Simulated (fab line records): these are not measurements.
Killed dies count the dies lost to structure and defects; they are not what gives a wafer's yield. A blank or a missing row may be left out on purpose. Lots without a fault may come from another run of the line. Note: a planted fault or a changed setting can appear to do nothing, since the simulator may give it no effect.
Which tool was responsible? :: flow gf180mcu :: 14 lots, 42 wafers sampled, at 6 steps of a route of 602

## WHAT THE GAUGES SHOWED, per wafer
GF_MVPSD_OVL_MEAS_07.
lot: L554
measured: day 4 21:51
on: overlay-01
MVPSD_OVL (nm): -0.5 1.7 1.6

lot: L555
measured: day 5 11:15
on: overlay-01
MVPSD_OVL (nm): 1.6 0.0 0.7

lot: L557
measured: day 5 21:31
on: overlay-01
MVPSD_OVL (nm): -0.2 0.5 -0.2

lot: L558
measured: day 6 00:41
on: overlay-01
MVPSD_OVL (nm): 0.2 1.6 0.4

lot: L560
measured: day 6 16:05
on: overlay-02
MVPSD_OVL (nm): 1.2 2.3 1.6

lot: L561
measured: day 6 23:22
on: overlay-01
MVPSD_OVL (nm): 1.0 -2.1 0.7

lot: L562
measured: day 7 01:51
on: overlay-01
MVPSD_OVL (nm): -0.7 0.1 -1.0

lot: L563
measured: day 7 14:02
on: overlay-01
MVPSD_OVL (nm): -1.0 1.9 1.8

lot: L564
measured: day 7 14:49
on: overlay-02
MVPSD_OVL (nm): 0.2 -0.4 2.1

lot: L565
measured: day 7 21:31
on: overlay-01
MVPSD_OVL (nm): 2.0 0.0 1.9

lot: L566
measured: day 8 02:32
on: overlay-01
MVPSD_OVL (nm): 3.6 2.4 2.0

lot: L568
measured: day 8 13:29
on: overlay-02
MVPSD_OVL (nm): 0.8 1.0 0.8

lot: L575
measured: day 10 08:26
on: overlay-01
MVPSD_OVL (nm): 0.4 0.7 -0.8

lot: L576
measured: day 10 09:59
on: overlay-01
MVPSD_OVL (nm): 1.1 0.5 2.1

GF_MVPSD_TW_MEAS_11.
lot: L554
measured: day 4 22:17
on: film-metro-01
MVPSD_TW: 558 559 559

lot: L555
measured: day 5 11:41
on: film-metro-02
MVPSD_TW: 551 547 550

lot: L557
measured: day 5 21:58
on: film-metro-03
MVPSD_TW: 549 550 549

lot: L558
measured: day 6 01:08
on: film-metro-02
MVPSD_TW: 550 551 550

lot: L560
measured: day 6 16:32
on: film-metro-01
MVPSD_TW: 561 559 558

lot: L561
measured: day 6 23:48
on: film-metro-03
MVPSD_TW: 546 545 545

lot: L562
measured: day 7 02:17
on: film-metro-01
MVPSD_TW: 558 558 557

lot: L563
measured: day 7 14:29
on: film-metro-01
MVPSD_TW: 556 560 558

lot: L564
measured: day 7 15:15
on: film-metro-03
MVPSD_TW: 541 542 544

lot: L565
measured: day 7 21:57
on: film-metro-02
MVPSD_TW: 555 554 553

lot: L566
measured: day 8 02:59
on: film-metro-03
MVPSD_TW: 546 546 546

lot: L568
measured: day 8 13:56
on: film-metro-03
MVPSD_TW: 553 546 544

lot: L575
measured: day 10 08:53
on: film-metro-02
MVPSD_TW: 645 649 648

lot: L576
measured: day 10 10:26
on: film-metro-02
MVPSD_TW: 644 647 646

GF_VT_IMPLANT_OVL_MEAS_07.
lot: L554
measured: day 5 12:40
on: overlay-01
VT_IMPLANT_OVL (nm): -0.4 0.6 -0.4

lot: L555
measured: day 6 02:30
on: overlay-01
VT_IMPLANT_OVL (nm): 2.9 2.2 2.5

lot: L557
measured: day 6 12:40
on: overlay-02
VT_IMPLANT_OVL (nm): 0.0 -0.6 0.4

lot: L558
measured: day 6 16:40
on: overlay-01
VT_IMPLANT_OVL (nm): 2.9 1.7 2.2

lot: L560
measured: day 7 07:34
on: overlay-02
VT_IMPLANT_OVL (nm): 0.9 -0.2 -0.7

lot: L561
measured: day 7 15:26
on: overlay-02
VT_IMPLANT_OVL (nm): 0.1 1.7 2.6

lot: L562
measured: day 7 18:00
on: overlay-01
VT_IMPLANT_OVL (nm): 1.0 0.5 -0.3

lot: L563
measured: day 8 05:43
on: overlay-02
VT_IMPLANT_OVL (nm): 1.2 2.0 2.1

lot: L564
measured: day 8 06:26
on: overlay-02
VT_IMPLANT_OVL (nm): -0.2 0.4 -0.3

lot: L565
measured: day 8 13:47
on: overlay-01
VT_IMPLANT_OVL (nm): 0.5 1.2 0.5

lot: L566
measured: day 8 19:34
on: overlay-01
VT_IMPLANT_OVL (nm): 2.8 -0.1 1.7

lot: L568
measured: day 9 05:16
on: overlay-01
VT_IMPLANT_OVL (nm): 0.4 1.3 1.5

lot: L575
measured: day 11 02:26
on: overlay-01
VT_IMPLANT_OVL (nm): 0.6 1.1 1.2

lot: L576
measured: day 11 03:32
on: overlay-02
VT_IMPLANT_OVL (nm): 3.1 2.9 2.1

GF_VT_IMPLANT_RS_MEAS_49: a four-point-probe measurement.
lot: L554
measured: day 7 11:49
on: film-metro-02
MVPSD_RS (ohm/sq): 1172 1165 1167

lot: L555
measured: day 8 03:04
on: film-metro-01
MVPSD_RS (ohm/sq): 1176 1174 1174

lot: L557
measured: day 8 14:20
on: film-metro-01
MVPSD_RS (ohm/sq): 1170 1170 1172

lot: L558
measured: day 8 17:42
on: film-metro-01
MVPSD_RS (ohm/sq): 1170 1171 1174

lot: L560
measured: day 9 08:25
on: film-metro-01
MVPSD_RS (ohm/sq): 1174 1170 1173

lot: L561
measured: day 9 17:58
on: film-metro-01
MVPSD_RS (ohm/sq): 1169 1167 1170

lot: L562
measured: day 9 20:52
on: film-metro-02
MVPSD_RS (ohm/sq): 1166 1169 1171

lot: L563
measured: day 10 09:36
on: film-metro-02
MVPSD_RS (ohm/sq): 1164 1163 1162

lot: L564
measured: day 10 10:30
on: film-metro-01
MVPSD_RS (ohm/sq): 1173 1172 1171

lot: L565
measured: day 10 18:24
on: film-metro-01
MVPSD_RS (ohm/sq): 1171 1167 1169

lot: L566
measured: day 10 23:41
on: film-metro-01
MVPSD_RS (ohm/sq): 1171 1170 1172

lot: L568
measured: day 11 12:22
on: film-metro-03
MVPSD_RS (ohm/sq): 1168 1169 1170

lot: L575
measured: day 13 13:50
on: film-metro-01
MVPSD_RS (ohm/sq): 1201 1196 1202

lot: L576
measured: day 13 14:52
on: film-metro-02
MVPSD_RS (ohm/sq): 1200 1197 1199

GF_HV_LDD_OVL_MEAS_08.
lot: L554
measured: day 10 02:35
on: overlay-02
HV_LDD_OVL (nm): 2.0 2.1 -1.6

lot: L555
measured: day 10 20:40
on: overlay-02
HV_LDD_OVL (nm): 0.2 -1.2 -0.5

lot: L557
measured: day 11 03:42
on: overlay-01
HV_LDD_OVL (nm): 0.0 -0.6 2.1

lot: L558
measured: day 11 11:16
on: overlay-01
HV_LDD_OVL (nm): 2.1 1.3 1.6

lot: L560
measured: day 11 23:37
on: overlay-01
HV_LDD_OVL (nm): 0.6 2.3 0.2

lot: L561
measured: day 12 12:05
on: overlay-02
HV_LDD_OVL (nm): 0.9 0.0 1.9

lot: L562
measured: day 12 15:52
on: overlay-02
HV_LDD_OVL (nm): 0.7 0.2 0.6

lot: L563
measured: day 13 04:10
on: overlay-02
HV_LDD_OVL (nm): 3.2 2.2 0.6

lot: L564
measured: day 13 04:28
on: overlay-02
HV_LDD_OVL (nm): -0.2 -0.6 -0.6

lot: L565
measured: day 13 12:59
on: overlay-02
HV_LDD_OVL (nm): 0.9 -0.5 -0.9

lot: L566
measured: day 13 17:19
on: overlay-01
HV_LDD_OVL (nm): -0.1 -0.1 -0.1

lot: L568
measured: day 14 06:38
on: overlay-02
HV_LDD_OVL (nm): 1.5 -0.8 0.1

lot: L575
measured: day 16 13:31
on: overlay-02
HV_LDD_OVL (nm): 0.2 -0.2 0.7

lot: L576
measured: day 16 18:01
on: overlay-02
HV_LDD_OVL (nm): 2.5 2.1 1.2

## TOOL THAT RAN EACH LOT (tool first, then ch and the chambers of the sampled wafers, then the start)
lot: L554
GF_MVPSD_IMPLANT_09: implanter-04 ch 0, day 4 22:03

lot: L555
GF_MVPSD_IMPLANT_09: implanter-03 ch 0, day 5 11:27

lot: L557
GF_MVPSD_IMPLANT_09: implanter-03 ch 0, day 5 21:45

lot: L558
GF_MVPSD_IMPLANT_09: implanter-04 ch 0, day 6 00:53

lot: L560
GF_MVPSD_IMPLANT_09: implanter-03 ch 0, day 6 16:17

lot: L561
GF_MVPSD_IMPLANT_09: implanter-03 ch 0, day 6 23:33

lot: L562
GF_MVPSD_IMPLANT_09: implanter-03 ch 0, day 7 02:03

lot: L563
GF_MVPSD_IMPLANT_09: implanter-04 ch 0, day 7 14:14

lot: L564
GF_MVPSD_IMPLANT_09: implanter-04 ch 0, day 7 15:00

lot: L565
GF_MVPSD_IMPLANT_09: implanter-01 ch 0, day 7 21:42

lot: L566
GF_MVPSD_IMPLANT_09: implanter-01 ch 0, day 8 02:44

lot: L568
GF_MVPSD_IMPLANT_09: implanter-03 ch 0, day 8 13:41

lot: L575
GF_MVPSD_IMPLANT_09: implanter-04 ch 0, day 10 08:38

lot: L576
GF_MVPSD_IMPLANT_09: implanter-04 ch 0, day 10 10:11
- GF_MVPSD_IMPLANT_09

## AS READ BY THE TOOLS THEMSELVES (means over the sampled wafers that have a number; for cases with no such wafer, the mark the record gives instead)
GF_MVPSD_IMPLANT_09.
lot: L554
tool: implanter-04
tilt-deg (degrees): 0.002

lot: L555
tool: implanter-03
tilt-deg (degrees): -0.008

lot: L557
tool: implanter-03
tilt-deg (degrees): 0.035

lot: L558
tool: implanter-04
tilt-deg (degrees): -0.017

lot: L560
tool: implanter-03
tilt-deg (degrees): -0.020

lot: L561
tool: implanter-03
tilt-deg (degrees): 0.012

lot: L562
tool: implanter-03
tilt-deg (degrees): -0.022

lot: L563
tool: implanter-04
tilt-deg (degrees): 0.011

lot: L564
tool: implanter-04
tilt-deg (degrees): 0.024

lot: L565
tool: implanter-01
tilt-deg (degrees): 0.012

lot: L566
tool: implanter-01
tilt-deg (degrees): -0.008

lot: L568
tool: implanter-03
tilt-deg (degrees): -0.001

lot: L575
tool: implanter-04
tilt-deg (degrees): -0.011

lot: L576
tool: implanter-04
tilt-deg (degrees): -0.030

## THE ANSWER, worked out from the rows above alone
Rule: the usual values come from the lots themselves. The widest of any qualifying gaps counts: lots, ordered by their means at a reading, are off when they make up no more than a third of the lots, leave a main group of 4 or more, and stand apart from it by 3 or more times the standard deviation of that group's means. The tables above print the reading to a certain number of digits; a main group whose means all agree to those digits is not used. Also off: a lot with no number at a reading for which 4 or more lots have one. The other lots that the step has rows for count as sound. The gauges are gone through in route order, then the tools' own readings, and for those a lot's mean is taken as printed above. At the first step where some lot is off, the reading lying furthest off is the one used; lots without a number count as furthest.
Off: L575, L576, at GF_MVPSD_TW_MEAS_11 (MVPSD_TW). Mean 552 and standard deviation 5.6 in the main group.
If a tool, at a process step before that reading, ran all the lots that are off and no sound lot after the first of them, it fits. The gauges at GF_MVPSD_TW_MEAS_11 are tried like those tools. 2 tools fit, implanter-04 at GF_MVPSD_IMPLANT_09 and film-metro-02 at GF_MVPSD_TW_MEAS_11, so this cannot tell which one it is.

## WHAT WAS PUT IN BY THE SIMULATOR
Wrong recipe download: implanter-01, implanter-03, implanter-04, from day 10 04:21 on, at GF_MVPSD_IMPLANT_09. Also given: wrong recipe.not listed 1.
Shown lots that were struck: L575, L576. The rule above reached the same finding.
